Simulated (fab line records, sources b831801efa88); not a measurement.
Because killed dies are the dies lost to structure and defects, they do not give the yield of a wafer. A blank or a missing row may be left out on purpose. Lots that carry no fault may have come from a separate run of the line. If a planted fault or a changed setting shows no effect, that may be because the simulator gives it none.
Split-lot experiment || flow sky130 || route with 708 steps; 5 lots, 27 wafers read

## ON THE SPLIT
At SKY_METAL5_METAL_ETCH_15 (etches the open film in Cl2/BCl3, stops on SiO2, target depth 1260 nm, time 252 s), the setting target_depth_a was moved away from the recipe's 12600 angstrom on 6 of the 27 wafers read, by +41.8% to +54.9%. All remaining wafers had this setting at the recipe value.

No step appears in the file between the split and the reading.

## THE READING
oes_product_au, in a.u., at SKY_METAL5_STRIP_16 (strips in O2/N2). On this fab line, fault-free wafers typically give 0.711 a.u. with a standard deviation of 0.005 a.u.

{"wafer": "L075.1", "tool, chamber at the split": "rie_metal-04, 1", "target_depth_a as run, angstrom": 12600, "against the recipe": "recipe", "oes_product_au, a.u.": 0.710, "against lot-mates on the recipe": "-"}
{"wafer": "L075.2", "tool, chamber at the split": "rie_metal-04, 0", "target_depth_a as run, angstrom": 12600, "against the recipe": "recipe", "oes_product_au, a.u.": 0.717, "against lot-mates on the recipe": "-"}
{"wafer": "L075.3", "tool, chamber at the split": "rie_metal-04, 1", "target_depth_a as run, angstrom": 19520, "against the recipe": "+54.9%", "oes_product_au, a.u.": 0.593, "against lot-mates on the recipe": -0.122}
{"wafer": "L075.4", "tool, chamber at the split": "rie_metal-04, 0", "target_depth_a as run, angstrom": 12600, "against the recipe": "recipe", "oes_product_au, a.u.": 0.718, "against lot-mates on the recipe": "-"}
{"wafer": "L075.5", "tool, chamber at the split": "rie_metal-04, 0", "target_depth_a as run, angstrom": 19520, "against the recipe": "+54.9%", "oes_product_au, a.u.": 0.568, "against lot-mates on the recipe": -0.147}
{"wafer": "L075.6", "tool, chamber at the split": "rie_metal-04, 1", "target_depth_a as run, angstrom": 19520, "against the recipe": "+54.9%", "oes_product_au, a.u.": 0.592, "against lot-mates on the recipe": -0.123}
{"wafer": "L076.1", "tool, chamber at the split": "rie_metal-01, 0", "target_depth_a as run, angstrom": 12600, "against the recipe": "recipe", "oes_product_au, a.u.": 0.709, "against lot-mates on the recipe": "-"}
{"wafer": "L076.4", "tool, chamber at the split": "rie_metal-01, 0", "target_depth_a as run, angstrom": 12600, "against the recipe": "recipe", "oes_product_au, a.u.": 0.709, "against lot-mates on the recipe": "-"}
{"wafer": "L076.5", "tool, chamber at the split": "rie_metal-01, 0", "target_depth_a as run, angstrom": 12600, "against the recipe": "recipe", "oes_product_au, a.u.": 0.712, "against lot-mates on the recipe": "-"}
{"wafer": "L079.1", "tool, chamber at the split": "rie_metal-01, 1", "target_depth_a as run, angstrom": 12600, "against the recipe": "recipe", "oes_product_au, a.u.": 0.707, "against lot-mates on the recipe": "-"}
{"wafer": "L079.2", "tool, chamber at the split": "rie_metal-01, 0", "target_depth_a as run, angstrom": 12600, "against the recipe": "recipe", "oes_product_au, a.u.": 0.712, "against lot-mates on the recipe": "-"}
{"wafer": "L079.3", "tool, chamber at the split": "rie_metal-01, 0", "target_depth_a as run, angstrom": 12600, "against the recipe": "recipe", "oes_product_au, a.u.": 0.710, "against lot-mates on the recipe": "-"}
{"wafer": "L079.4", "tool, chamber at the split": "rie_metal-01, 1", "target_depth_a as run, angstrom": 12600, "against the recipe": "recipe", "oes_product_au, a.u.": 0.721, "against lot-mates on the recipe": "-"}
{"wafer": "L079.5", "tool, chamber at the split": "rie_metal-01, 1", "target_depth_a as run, angstrom": 12600, "against the recipe": "recipe", "oes_product_au, a.u.": 0.709, "against lot-mates on the recipe": "-"}
{"wafer": "L079.6", "tool, chamber at the split": "rie_metal-01, 0", "target_depth_a as run, angstrom": 12600, "against the recipe": "recipe", "oes_product_au, a.u.": 0.712, "against lot-mates on the recipe": "-"}
{"wafer": "L081.1", "tool, chamber at the split": "rie_metal-02, 1", "target_depth_a as run, angstrom": 12600, "against the recipe": "recipe", "oes_product_au, a.u.": 0.715, "against lot-mates on the recipe": "-"}
{"wafer": "L081.2", "tool, chamber at the split": "rie_metal-02, 1", "target_depth_a as run, angstrom": 12600, "against the recipe": "recipe", "oes_product_au, a.u.": 0.714, "against lot-mates on the recipe": "-"}
{"wafer": "L081.3", "tool, chamber at the split": "rie_metal-02, 1", "target_depth_a as run, angstrom": 12600, "against the recipe": "recipe", "oes_product_au, a.u.": 0.701, "against lot-mates on the recipe": "-"}
{"wafer": "L081.4", "tool, chamber at the split": "rie_metal-02, 1", "target_depth_a as run, angstrom": 12600, "against the recipe": "recipe", "oes_product_au, a.u.": 0.720, "against lot-mates on the recipe": "-"}
{"wafer": "L081.5", "tool, chamber at the split": "rie_metal-02, 1", "target_depth_a as run, angstrom": 12600, "against the recipe": "recipe", "oes_product_au, a.u.": 0.706, "against lot-mates on the recipe": "-"}
{"wafer": "L081.6", "tool, chamber at the split": "rie_metal-02, 1", "target_depth_a as run, angstrom": 12600, "against the recipe": "recipe", "oes_product_au, a.u.": 0.714, "against lot-mates on the recipe": "-"}
{"wafer": "L083.1", "tool, chamber at the split": "rie_metal-04, 1", "target_depth_a as run, angstrom": 17870, "against the recipe": "+41.8%", "oes_product_au, a.u.": 0.630, "against lot-mates on the recipe": -0.080}
{"wafer": "L083.2", "tool, chamber at the split": "rie_metal-04, 0", "target_depth_a as run, angstrom": 12600, "against the recipe": "recipe", "oes_product_au, a.u.": 0.707, "against lot-mates on the recipe": "-"}
{"wafer": "L083.3", "tool, chamber at the split": "rie_metal-04, 0", "target_depth_a as run, angstrom": 12600, "against the recipe": "recipe", "oes_product_au, a.u.": 0.713, "against lot-mates on the recipe": "-"}
{"wafer": "L083.4", "tool, chamber at the split": "rie_metal-04, 1", "target_depth_a as run, angstrom": 17870, "against the recipe": "+41.8%", "oes_product_au, a.u.": 0.634, "against lot-mates on the recipe": -0.076}
{"wafer": "L083.5", "tool, chamber at the split": "rie_metal-04, 1", "target_depth_a as run, angstrom": 17870, "against the recipe": "+41.8%", "oes_product_au, a.u.": 0.637, "against lot-mates on the recipe": -0.073}
{"wafer": "L083.6", "tool, chamber at the split": "rie_metal-04, 0", "target_depth_a as run, angstrom": 12600, "against the recipe": "recipe", "oes_product_au, a.u.": 0.710, "against lot-mates on the recipe": "-"}

THE FIT
A straight line over all 27 wafers: oes_product_au changes by -0.00216 a.u. for each +1% of target_depth_a; r = -0.99; the points scatter about the line by 0.0079 a.u.
The same after taking each lot's own level away (the mean of its wafers on the recipe; 27 wafers): -0.00219 a.u. for each +1%; r = -0.98; scatter 0.0086 a.u.
That fit puts the effect of the largest move of target_depth_a on the reading at 0.12 a.u.
Measured against the standard deviation above, the lots' own levels, which go from 0.7100 to 0.7150 a.u., span 1.0 times it.
The two slopes agree, so the slope changes little with the lot-to-lot level.
Check: for one of the wafers moved furthest among these (+54.9%), held out of the fit, the line's prediction against its lot-mates is -0.119 a.u. Against them it came out at -0.122 a.u.
Tool readings at the split's step, against how far the setting was moved: oes_product_au r = -1.00.

## THE OTHER SPLITS THESE WAFERS WENT THROUGH
These wafers also went through other splits before the reading. Each is held against what the fit with the lots' levels taken away leaves over:
{"other split on the same wafers": "SKY_CAPM_SPUTTER_02 time_s", "wafers away from the commonest value": 12, "r with oes_product_au (lot level and that fit taken away)": -0.23}
{"other split on the same wafers": "SKY_METAL3_DEVELOP_12 develop_time_s", "wafers away from the commonest value": 9, "r with oes_product_au (lot level and that fit taken away)": "+0.05"}
{"other split on the same wafers": "SKY_METAL4_METAL_ETCH_18 target_depth_a", "wafers away from the commonest value": 9, "r with oes_product_au (lot level and that fit taken away)": -0.10}

## THE WHOLE CHAIN: every reading that the file lists as answering this split, in the file's order
{"step": "SKY_METAL5_METAL_ETCH_15", "what it does": "etches the open film in Cl2/BCl3, stops on SiO2, target depth 1260 nm, time 252 s", "reading": "oes_product_au", "change (the file's fit)": "-0.00352 a.u. for each +1% of the setting", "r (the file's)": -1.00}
{"step": "SKY_METAL5_METAL_ETCH_15", "what it does": "etches the open film in Cl2/BCl3, stops on SiO2, target depth 1260 nm, time 252 s", "reading": "NOVOLAK_of_METAL5_COAT_09.thk_nm (the simulator's own value, which no gauge read)", "change (the file's fit)": "-7.13 nm for each +1% of the setting", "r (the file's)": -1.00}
{"step": "SKY_METAL5_METAL_ETCH_15", "what it does": "etches the open film in Cl2/BCl3, stops on SiO2, target depth 1260 nm, time 252 s", "reading": "METAL5.cd_nm (the simulator's own value, which no gauge read)", "change (the file's fit)": "-0.668 nm for each +1% of the setting", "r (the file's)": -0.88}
{"step": "SKY_METAL5_METAL_ETCH_15", "what it does": "etches the open film in Cl2/BCl3, stops on SiO2, target depth 1260 nm, time 252 s", "reading": "SiO2_of_VIA4_HDPCVD_00.thk_nm (the simulator's own value, which no gauge read)", "change (the file's fit)": "-0.216 nm for each +1% of the setting", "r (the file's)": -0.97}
{"step": "SKY_METAL5_STRIP_16", "what it does": "strips in O2/N2", "reading": "oes_product_au", "change (the file's fit)": "-0.00217 a.u. for each +1% of the setting", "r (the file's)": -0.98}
{"step": "SKY_METAL5_STRIP_16", "what it does": "strips in O2/N2", "reading": "strip_time_to_endpoint_s", "change (the file's fit)": "withheld for each +1% of the setting", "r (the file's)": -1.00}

## THE FILE'S OWN FIT
oes_product_au changes by -0.00217 a.u. for each +1% of target_depth_a, r = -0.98.
